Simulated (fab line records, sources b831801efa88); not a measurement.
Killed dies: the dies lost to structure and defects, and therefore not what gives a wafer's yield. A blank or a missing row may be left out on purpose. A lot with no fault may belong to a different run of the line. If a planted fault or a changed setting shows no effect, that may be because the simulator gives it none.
Struck lot and sound lot, side by side	flow sky130	38 steps out of a route of 708
Sound: these wafers, L604.2, L604.5, L604.6. Struck: wafers L598.1, L598.6 (left out: L598.4, a lot-mate that was not struck); the cause follows at the end.
Per side, at each step with rows, come the tool, then ch with its chambers, and then its first start. Under that, the readings that differ: sound wafers	struck wafers	difference of the means	sigmas: that difference in standard deviations of wafers without a fault.
alike: readings whose means differ by less than 2 such deviations, and words and numbers that are the same on both sides. not compared: withheld readings, readings that some wafer has no value for, bounds like >300 that may hide the same value, and numbers for which the record gives no deviation and whose values overlap.
A row with sigmas, a row that says differs or no value, or rows on one side alone: a step with any of these is where the two part. Numbers that don't overlap but have no deviation are shown without sigmas and don't part them. A reading missing from all wafers of one side parts the sides only when that side holds two or more wafers.

first, 9 steps without rows for these wafers: SKY_VIA2_SPUTTER_20 (material TiN, target thk 20 nm, time 80 s); SKY_VIA2_CVD_21 (deposits W, target thk 420 nm, time 126.4 s); SKY_VIA2_CMP_24 (polishes, stops on SiO2, t overpolish 20 s, target thk 0 nm); SKY_METAL3_SPUTTER_00 (material Ti, target thk 15 nm, time 10 s); SKY_METAL3_SPUTTER_01 (material TiN, target thk 20 nm, time 16.7 s); SKY_METAL3_SPUTTER_02 (material AlCu, target thk 735 nm, time 39.1 s); SKY_METAL3_SPUTTER_03 (material Ti, target thk 5 nm, time 3.3 s); SKY_METAL3_SPUTTER_04 (material TiN, target thk 70 nm, time 58.3 s); SKY_CAPM_CVD_00 (deposits SiO2, target thk 15.5 nm).
SKY_CAPM_SPUTTER_02: material TiN, target thk 200 nm, time 166.7 s.
  sound: pvd-sputter-04 at day 40 20:44; struck: pvd-sputter-03 at day 39 05:21
reading	sound	struck	difference	sigmas
model.TiN_of_CAPM_SPUTTER_02.thk-nm (nm)	203 201 197.4	295.3 295.6	+95.0	
  alike: throttle-valve-pct
SKY_CAPM_RS_MEAS_03: measures by four-point-probe.
  sound: film-metro-04 at day 40 20:52; struck: film-metro-02 at day 39 05:28
reading	sound	struck	difference	sigmas
CAPM_TIN_RS (ohm/sq)	6.81 6.88 7.01	4.65 4.64	-2.25	-23
SKY_CAPM_THK_MEAS_04: measures by xrf.
  sound: film-metro-04 at day 40 20:58; struck: film-metro-02 at day 39 05:35
reading	sound	struck	difference	sigmas
CAPM_TIN_THK (nm)	196.0 194.8 190.4	285.1 285.2	+91.4	+33
then, 7 steps without rows for these wafers: SKY_CAPM_DEHYDRATE_05 (time 60 s); SKY_CAPM_HMDS_06 (prime time 60 s); SKY_CAPM_COAT_07 (resist thk 1140 nm); SKY_CAPM_SOFTBAKE_08 (time 60 s); SKY_CAPM_EXPOSE_09 (exposes mask CAPM, target cd 1000 nm); SKY_CAPM_PEB_10; SKY_CAPM_DEVELOP_11 (develop time 60 s).
SKY_CAPM_METAL_ETCH_13: etches TiN in Cl2/BCl3, stops on SiO2, target depth 220 nm, time 62.9 s.
  sound on rie-metal-03 ch 0,1, day 41 20:53; struck on rie-metal-03 ch 0,1, day 40 05:22
reading	sound	struck	difference	sigmas
bias-w (W)	48.75 48.77 48.61	48.35 48.31	-0.38	-3
oes-product-au (a.u.)	0.948 0.947 0.940	0.996 1.002	+0.054	+6
throttle-valve-pct (%)	21.898 21.915 21.906	21.880 21.859	-0.037	-3
  alike: drypump-motor-current-A
  not compared: rf-hours-counter-h
then, 16 steps without rows for these wafers: SKY_CAPM_STRIP_14 (strips in O2/N2); SKY_CAPM_STRIP_15 (strips in post etch residue remover, time 1200 s); SKY_CAPM_CLEAN_16 (cleans in IPA, time 180 s); SKY_CAPM_CLEAN_17 (cleans in O3/DIW); SKY_METAL3_DEHYDRATE_05 (time 60 s); SKY_METAL3_HMDS_06 (prime time 60 s); SKY_METAL3_COAT_07 (resist thk 60 nm); SKY_METAL3_COAT_08 (resist thk 1140 nm); SKY_METAL3_SOFTBAKE_09 (time 90 s); SKY_METAL3_EXPOSE_10 (exposes mask MM3, target cd 300 nm); SKY_METAL3_PEB_11; SKY_METAL3_DEVELOP_12 (develop time 60 s); SKY_METAL3_DESCUM_15 (chemistry O2, time 8 s); SKY_METAL3_ETCH_16 (etches BARC in N2/H2, stops on SiO2, time 88.2 s, target depth 60 nm); SKY_METAL3_ETCH_17 (etches SiO2 in C4F8/O2/Ar, stops on TiN, time 3.9 s, target depth 15 nm); SKY_METAL3_METAL_ETCH_18 (etches the open film in Cl2/BCl3, stops on SiO2, target depth 845 nm, time 183.1 s).
SKY_METAL3_STRIP_20: strips in post etch residue remover, time 1200 s.
  sound on wet-bench-01 ch 1, day 42 21:22; struck on wet-bench-03 ch 2, day 41 06:24
reading	sound	struck	difference	sigmas
model.TiN_of_CAPM_SPUTTER_02.thk-nm (nm)	202.2 200.2 196.6	294.4 294.8	+94.9	
-- the record jumps here: 7 days lie between the struck wafers' starts before and after (it left off in module METAL3 and takes up again in module PAD_OPEN, whose first step shown is number 708 of the route) --
SKY_PAD_OPEN_PROBE_99:
  sound: prober-01 at day 49 07:44; struck: prober-01 at day 47 23:59
reading	sound	struck	difference	sigmas
model.etest.tester.sort-n-pass	401 409 406	0 0	-405	
model.etest.tester.sort-yield-pct (%)	81.5 83.13 82.52	0 0	-82	
model.etest.tester.sort_bin_4_pct (%)	0 0 0	55.4 62.45	+58.9	
model.etest.met3.line-ohm-um	0.139 0.1407 0.1457	52.14 53.41	+52.63	
model.etest.via3-chain.rc-ohm	10.18 10.35 10.4	49.12 49.88	+39.19	
model.etest.tester.sort_bin_3_pct (%)	0.4065 0.4065 1.626	24.48 22.71	+22.78	
model.etest.met3.rs-ohm-sq	0.04329 0.04246 0.04396	15.29 15.66	+15.43	
model.etest.cap-mim.plate-ohm-sq	5.88 6.016 6.136	4.098 4.078	-1.923	
  alike: defect-limited-yield, killed_at_M0_to_M3, killed_at_M4_up, killed-at-contacts, killed-at-front-end, killed-at-other, killed-dies, killed-open, killed-short

== WHERE THEY PART ==
At SKY_CAPM_RS_MEAS_03 first; at SKY_CAPM_METAL_ETCH_13 last (within this record only). Later steps at which nothing parts them and some readings are alike: SKY_PAD_OPEN_PROBE_99.

WHY: what had been put in by the simulator
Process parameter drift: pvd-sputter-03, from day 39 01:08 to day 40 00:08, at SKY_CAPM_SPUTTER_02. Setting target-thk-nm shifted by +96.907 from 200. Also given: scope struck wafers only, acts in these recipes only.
